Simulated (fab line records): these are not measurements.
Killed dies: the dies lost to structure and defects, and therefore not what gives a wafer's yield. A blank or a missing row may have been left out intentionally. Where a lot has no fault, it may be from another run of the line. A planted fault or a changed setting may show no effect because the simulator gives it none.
Which tool did it? ; flow gf180mcu ; 14 lots, 42 wafers sampled, at 2 steps of a route of 602

== WHAT THE GAUGES SHOWED, per wafer ==
GF_TOP_METAL_OVL_MEAS_15. Usual: TOP_METAL_OVL typically reads 0.7 nm, with standard deviation 1.3.
lot;measured;on;TOP_METAL_OVL (nm);flag
L664;day 28 12:47;overlay-02;3.4 4.0 3.4;
L666;day 28 22:12;overlay-01;-0.1 0.9 0.4;
L667;day 29 05:45;overlay-01;-0.4 0.1 0.4;
L669;day 29 21:38;overlay-02;2.6 0.8 1.7;
L670;day 29 21:00;overlay-01;0.5 -0.2 0.4;
L671;day 30 09:03;overlay-01;1.5 1.3 0.6;
L672;day 30 13:14;overlay-01;1.4 1.4 1.6;
L673;day 30 16:43;overlay-02;0.4 0.1 -0.4;
L674;day 31 02:00;overlay-02;1.9 0.4 0.0;
L675;day 31 07:24;overlay-01;1.0 0.5 0.0;
L676;day 31 14:40;overlay-02;1.3 4.0 -1.0;
L677;day 31 23:52;overlay-01;-0.2 -0.6 1.3;
L678;day 32 04:10;overlay-01;2.8 2.1 0.2;
L681;day 32 20:29;overlay-02;0.1 0.0 -0.5;

== EACH LOT AND THE TOOL THAT RAN IT (in order: tool; ch and the chambers of the sampled wafers; start) ==
lot;GF_STI_CVD_03
L664;lpcvd-02 ch 1, day 1 12:22
L666;lpcvd-01 ch 0, day 2 00:15
L667;lpcvd-01 ch 1, day 2 04:08
L669;lpcvd-02 ch 1, day 2 13:56
L670;lpcvd-02 ch 1, day 2 17:47
L671;lpcvd-02 ch 0, day 2 23:04
L672;lpcvd-01 ch 1, day 3 04:44
L673;lpcvd-02 ch 0, day 3 09:56
L674;lpcvd-02 ch 1, day 3 14:01
L675;lpcvd-02 ch 1, day 3 19:34
L676;lpcvd-02 ch 1, day 4 00:17
L677;lpcvd-02 ch 1, day 4 05:51
L678;lpcvd-02 ch 1, day 4 10:22
L681;lpcvd-02 ch 0, day 5 01:07
- GF_STI_CVD_03: deposits Si3N4 from DCS/NH3, target thk 207.16 nm, time 3551 s.

== AS READ BY THE TOOLS THEMSELVES (means over the sampled wafers that have a number; for cases with no such wafer, the mark the record gives instead) ==
The record holds no such reading with a usual standard deviation.

== THE ANSWER, worked out from the rows above alone ==
Rule: a lot is off if the mean of its wafers that have a number lies more than 3 standard deviations from the usual mean. Also off: a lot with no number at a reading for which 4 or more lots have one. Any other lot the step has rows for is counted as sound. After the gauges, taken in route order, come the tools' own readings; for these a lot's mean is taken, as printed above. The first step at which some lot is off is used, and at that step the reading that is off furthest; a lot without a number counts as furthest.
Nothing can be told from this: no lot is off at any reading shown.

== WHAT WAS PUT IN BY THE SIMULATOR ==
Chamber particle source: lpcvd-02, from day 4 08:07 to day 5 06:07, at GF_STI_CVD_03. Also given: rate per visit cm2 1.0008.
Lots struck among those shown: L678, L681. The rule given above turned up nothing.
